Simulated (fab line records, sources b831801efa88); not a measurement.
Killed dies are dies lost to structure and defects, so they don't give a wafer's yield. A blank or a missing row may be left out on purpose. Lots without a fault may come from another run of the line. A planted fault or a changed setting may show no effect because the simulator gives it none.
fab line records | flow sky130
record lots=12 wafers=36 last_day=51
route steps=708 shown VT_ADJUST_LVTN@115 LDD_HVP@286 SPACER@306 SD_P@327
lots that met no fault: from a run of the same line without faults
start_h: hours from the record's first day to the start of the lot's first wafer shown | wait_h: hours since the lot's step before | " the same as in the row above | L1.1+2: a row that stands for several wafers | - no value, or no start given | * or withheld: withheld | < > ~ a bound
route shown NAME@n: a module of which the file shows steps, and the number in the route of the first | usual: mean/standard deviation of fault-free wafers | same: alike in all rows | chamber/n: place in a boat | sites: the reading at each site | _std_site: their standard deviation | _edge_site: outer sites' mean less inner sites' | radius_mm: how far each site lies from the wafer's centre | mask NAME#n: copy n | behind: the tool/chamber that last shaped the wafer | hold: why the lot was held/for how many hours/how that ended | device: the transistor (n, p or np) that didn't switch | end of line: the same wafers' tests at the end of the route | a step without rows: its recipe alone | killed: dies lost to structure and defects at the first sort, not the wafer's yield | map: a wafer's dies, x killed, . not, _ none there
set.NAME: the setting as run; set.NAME@STEP: as run at that earlier step | model.NAME: the simulator's own value behind a step, which no gauge read
steps of the route over a sample of lots; a table a step, a row a wafer
services: from which hour (start_h, from the record's first day; less than 0 if before it) a tool's chamber was out of use, for how many hours, and why
## steps
# step SKY_VT_ADJUST_LVTN_OVL_MEAS_18
# usual VT_ADJUST_LVTN_01_OVL=1.1/1.5
# columns lot.wafer tool chamber start_h wait_h VT_ADJUST_LVTN_01_OVL[nm]
L839.3 overlay-02 - 161.30 0.1 0.9
L839.4 " - " " 1.1
L839.5 " - " " 0.6
L841.2 overlay-02 - 176.97 0.1 0.8
L841.3 " - " " 1.8
L841.5 " - " " 0.0
L840.2 overlay-01 - 177.27 0.1 -0.4
L840.3 " - " " -0.3
L840.5 " - " " -1.3
L843.2 overlay-02 - 190.82 0.1 1.5
L843.3 " - " " -0.2
L843.4 " - " " 3.2
L847.4 overlay-01 - 216.25 0.1 1.2
L847.5 " - " " 0.9
L847.6 " - " " 0.6
L850.2 overlay-02 - 235.37 0.1 1.0
L850.3 " - " " 1.5
L850.5 " - " " -1.3
L856.3 overlay-01 - 278.25 0.1 2.3
L856.4 " - " " 2.1
L856.5 " - " " 3.7
L857.2 overlay-02 - 283.65 0.1 2.9
L857.4 " - " " 1.9
L857.6 " - " " 1.9
L859.3 overlay-02 - 299.25 0.1 1.6
L859.4 " - " " 1.8
L859.5 " - " " 3.5
L860.2 overlay-02 - 308.99 0.1 -2.1
L860.3 " - " " -1.1
L860.4 " - " " -2.4
L861.1 overlay-01 - 314.04 0.1 0.0
L861.3 " - " " 0.3
L861.6 " - " " 0.0
L862.1 overlay-02 - 317.29 0.1 -0.8
L862.2 " - " " 1.7
L862.6 " - " " 1.3
# step SKY_LDD_HVP_IMPLANT_08
# recipe species=B energy_kev=20 dose_cm2=1.7e+13 tilt_deg=17.9
# usual dose_ions_cm2=1.6999e+13/1.7e+10 faraday_current_uA=95.9/1.9
# columns lot.wafer tool chamber start_h wait_h dose_ions_cm2 faraday_current_uA
L839.3 implanter-03 0 497.17 0.1 1.697e+13 98.4
L839.4 " 0 " " 1.7001e+13 99.5
L839.5 " 0 " " 1.7013e+13 97.1
L841.2 implanter-02 0 527.05 0.0 1.6979e+13 94.9
L841.3 " 0 " " 1.7002e+13 96.7
L841.5 " 0 " " 1.6998e+13 97.3
L840.2 implanter-02 0 527.59 0.0 1.6985e+13 99.3
L840.3 " 0 " " 1.7002e+13 97.4
L840.5 " 0 " " 1.7002e+13 98.5
L843.2 implanter-03 0 535.13 0.0 1.7e+13 98.5
L843.3 " 0 " " 1.7001e+13 94.5
L843.4 " 0 " " 1.7e+13 94.7
L847.4 implanter-02 0 577.13 0.1 1.9219e+13 112.7
L847.5 " 0 " " 1.9245e+13 109.3
L847.6 " 0 " " 1.92e+13 106.7
L850.2 implanter-02 0 605.35 0.0 1.9183e+13 105.8
L850.3 " 0 " " 1.9201e+13 105.2
L850.5 " 0 " " 1.9167e+13 113.1
L856.3 implanter-03 0 645.47 0.1 1.7027e+13 96.9
L856.4 " 0 " " 1.6996e+13 94.1
L856.5 " 0 " " 1.7002e+13 97.0
L857.2 implanter-04 0 655.84 0.0 1.7013e+13 93.2
L857.4 " 0 " " 1.7014e+13 94.5
L857.6 " 0 " " 1.701e+13 93.3
L859.3 implanter-03 0 666.10 0.1 1.7015e+13 97.2
L859.4 " 0 " " 1.7027e+13 93.0
L859.5 " 0 " " 1.7009e+13 98.4
L861.1 implanter-03 0 715.92 0.0 1.699e+13 92.0
L861.3 " 0 " " 1.6986e+13 97.1
L861.6 " 0 " " 1.6991e+13 97.1
L862.1 implanter-03 0 717.12 0.0 1.7007e+13 96.5
L862.2 " 0 " " 1.7e+13 94.8
L862.6 " 0 " " 1.6998e+13 95.2
L860.2 implanter-03 0 720.20 0.0 1.6984e+13 95.1
L860.3 " 0 " " 1.7e+13 97.5
L860.4 " 0 " " 1.7019e+13 94.5
# step SKY_LDD_HVP_TW_MEAS_10
# usual LDD_HVP_TW=455/5.3
# columns lot.wafer tool chamber start_h wait_h LDD_HVP_TW
L839.3 film_metro-01 - 497.39 0.1 449
L839.4 " - " " 449
L839.5 " - " " 449
L841.2 film_metro-02 - 527.28 0.1 464
L841.3 " - " " 461
L841.5 " - " " 465
L840.2 film_metro-01 - 527.83 0.1 449
L840.3 " - " " 452
L840.5 " - " " 453
L843.2 film_metro-02 - 535.36 0.1 462
L843.3 " - " " 462
L843.4 " - " " 459
L847.4 film_metro-02 - 577.33 0.1 473
L847.5 " - " " 475
L847.6 " - " " 477
L850.2 film_metro-02 - 605.58 0.1 481
L850.3 " - " " 479
L850.5 " - " " 479
L856.3 film_metro-01 - 645.69 0.1 450
L856.4 " - " " 452
L856.5 " - " " 452
L857.2 film_metro-01 - 656.08 0.1 449
L857.4 " - " " 449
L857.6 " - " " 452
L859.3 film_metro-01 - 666.32 0.1 451
L859.4 " - " " 451
L859.5 " - " " 449
L861.1 film_metro-04 - 716.17 0.1 451
L861.3 " - " " 450
L861.6 " - " " 451
L862.1 film_metro-02 - 717.37 0.1 459
L862.2 " - " " 459
L862.6 " - " " 458
L860.2 film_metro-01 - 720.43 0.1 449
L860.3 " - " " 449
L860.4 " - " " 447
# step SKY_SPACER_ETCHBACK_02
# recipe chemistry=CH3F/O2 target=Si3N4 stop_on=SiO2 source_w=400 bias_w=80 pressure_mtorr=25 ch3f_flow_sccm=40 O2_flow_sccm=30 time_s=46.7 target_depth_a=450
# usual ch3f_flow_sccm=40.00/0.13 drypump_motor_current_A=5.9/0.45 oes_product_au=0.856/0.0063 throttle_valve_pct=10.564/0.009
# columns lot.wafer tool chamber start_h wait_h ch3f_flow_sccm drypump_motor_current_A oes_product_au rf_hours_counter_h throttle_valve_pct
L839.3 rie_diel-03 0 531.31 0.0 39.97 5.5 0.854 6 10.577
L839.4 " 2 " " 40.11 6.4 0.859 13 10.565
L839.5 " 3 " " 39.81 6.4 0.847 - 10.558
L841.2 rie_diel-04 0 560.14 0.0 40.11 5.7 0.846 8 10.569
L841.3 " 2 " " 39.87 6.4 0.848 1 10.568
L841.5 " 2 " " 39.96 6.4 0.849 - 10.567
L840.2 rie_diel-04 1 561.34 0.0 39.96 5.9 0.854 72 10.551
L840.3 " 0 " " 39.88 5.6 0.854 8 10.566
L840.5 " 1 " " 39.89 5.9 0.861 - 10.586
L843.2 rie_diel-04 0 567.19 0.0 40.16 5.7 0.848 8 10.569
L843.3 " 2 " " 40.05 6.4 0.854 1 10.574
L843.4 " 1 " " 40.12 5.9 0.851 73 10.561
L847.4 rie_diel-04 3 610.33 0.0 39.87 5.9 0.859 - 10.553
L847.5 " 2 " " 40.03 6.4 0.853 - 10.549
L847.6 " 0 " " 39.99 5.7 0.852 - 10.557
L850.2 rie_diel-01 1 637.53 0.0 40.11 6.1 0.860 8 10.558
L850.3 " 2 " " 40.06 5.4 0.853 12 10.564
L850.5 " 2 " " 39.99 5.5 0.866 - 10.560
L856.3 rie_diel-01 2 676.66 0.0 39.84 5.4 0.854 13 10.569
L856.4 " 0 " " 39.98 5.9 0.854 - 10.562
L856.5 " 3 " " 40.16 4.9 0.860 - 10.556
L857.2 rie_diel-03 1 686.87 0.0 39.82 5.9 0.854 13 10.572
L857.4 " 2 " " 39.86 6.4 0.856 17 10.568
L857.6 " 1 " " 40.00 5.9 0.855 - 10.544
L859.3 rie_diel-04 2 696.50 0.0 40.08 6.4 0.867 4 10.554
L859.4 " 0 " " 40.01 5.7 0.858 11 10.551
L859.5 " 0 " " 39.89 5.6 0.865 - 10.567
L861.1 rie_diel-01 0 746.81 0.1 39.78 5.8 0.855 3 10.574
L861.3 " 3 " " 40.20 5.0 0.857 5 10.578
L861.6 " 2 " " 39.72 5.4 0.848 - 10.574
L862.1 rie_diel-01 3 749.37 0.1 39.79 4.9 0.852 5 10.587
L862.2 " 2 " " 39.91 5.4 0.856 15 10.574
L862.6 " 2 " " 39.84 5.4 0.856 - 10.562
L860.2 rie_diel-01 2 750.61 0.0 40.19 5.4 0.851 15 10.577
L860.3 " 0 " " 39.87 5.8 0.863 3 10.571
L860.4 " 3 " " 40.09 4.9 0.855 5 10.568
# step SKY_SD_P_CD_MEAS_07
# recipe target_cd_nm=380
# usual cd_nm=379.2/2.6
# columns lot.wafer tool chamber start_h wait_h cd_nm
L839.3 cd_sem-01 - 591.76 0.1 381.0
L839.4 " - " " 378.9
L839.5 " - " " 380.0
L841.2 cd_sem-02 - 619.36 0.1 378.7
L841.3 " - " " 379.8
L841.5 " - " " 382.3
L840.2 cd_sem-02 - 621.21 0.1 378.0
L840.3 " - " " 381.1
L840.5 " - " " 378.9
L843.2 cd_sem-01 - 626.69 0.1 383.6
L843.3 " - " " 382.2
L843.4 " - " " 380.8
L847.4 cd_sem-01 - 668.80 0.1 381.3
L847.5 " - " " 379.7
L847.6 " - " " 381.6
L850.2 cd_sem-02 - 694.86 0.1 384.7
L850.3 " - " " 383.7
L850.5 " - " " 383.5
L856.3 cd_sem-02 - 732.08 0.1 378.8
L856.4 " - " " 379.0
L856.5 " - " " 375.6
L857.2 cd_sem-02 - 742.56 0.1 379.0
L857.4 " - " " 378.5
L857.6 " - " " 381.3
L859.3 cd_sem-02 - 752.25 0.1 381.1
L859.4 " - " " 381.1
L859.5 " - " " 378.2
L861.1 cd_sem-01 - 800.94 0.1 374.0
L861.3 " - " " 376.5
L861.6 " - " " 379.7
L862.1 cd_sem-02 - 802.12 0.1 374.7
L862.2 " - " " 377.1
L862.6 " - " " 376.7
L860.2 cd_sem-02 - 804.06 0.1 377.4
L860.3 " - " " 375.1
L860.4 " - " " 374.2
## services
# columns tool chamber start_h hours kind
implanter-02 - 495.20 3.7 repair
implanter-04 - 500.05 3.3 repair
rie_diel-01 0 504.37 13.6 repair
rie_diel-04 - 506.22 0.4 repair
implanter-02 - 515.63 6.1 repair
rie_diel-04 - 539.64 1.1 repair
implanter-04 - 573.61 6.2 pm
implanter-04 - 583.15 1.3 repair
rie_diel-03 1 584.00 3.7 repair
implanter-02 - 592.05 7.7 pm
implanter-03 - 599.65 1.1 repair
rie_diel-04 2 621.31 2.7 repair
rie_diel-03 3 626.52 2.3 repair
rie_diel-04 3 658.40 2.5 repair
implanter-03 - 666.87 18.1 pm
implanter-02 - 671.53 18.1 repair
rie_diel-01 1 676.35 7.5 repair
rie_diel-03 - 695.88 4.3 repair
rie_diel-03 2 698.08 3.5 repair
rie_diel-04 1 709.85 18.3 repair
rie_diel-01 0 716.09 1.3 repair
implanter-04 - 718.71 6.6 repair
implanter-02 - 738.22 1.1 repair
implanter-03 - 740.74 4.0 repair
## key
first_sign step=SKY_LDD_HVP_IMPLANT_08 reading=dose_ions_cm2 direction=up sigmas=99+ usual=* struck=*
effect step=SKY_LDD_HVP_IMPLANT_08 reading=faraday_current_uA direction=up sigmas=6.8 usual=95.9 struck=108.8
effect step=SKY_LDD_HVP_TW_MEAS_10 reading=LDD_HVP_TW direction=up sigmas=4.3 usual=455 struck=477
met_at SKY_LDD_HVP_IMPLANT_08
struck_lots L847,L850
tester_left_out L847,L850
not_acting_at SKY_VT_ADJUST_LVTN_OVL_MEAS_18,SKY_SPACER_ETCHBACK_02,SKY_SD_P_CD_MEAS_07
onset_between 527.59 577.13
fault kind=process_parameter_drift tool=implanter-02 chamber=- onset_h=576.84 steps=SKY_LDD_HVP_IMPLANT_08 channel=dose_cm2 offset=* shape=step end_h=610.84 acts_in=* stated=*
# tester_left_out: of these lots the tester's yield and bins aren't shown, on N5 and GAA mostly nor the transistor test; their killed dies are dies lost to structure and defects alone, not to doping, threshold or leakage, so they don't give the yield
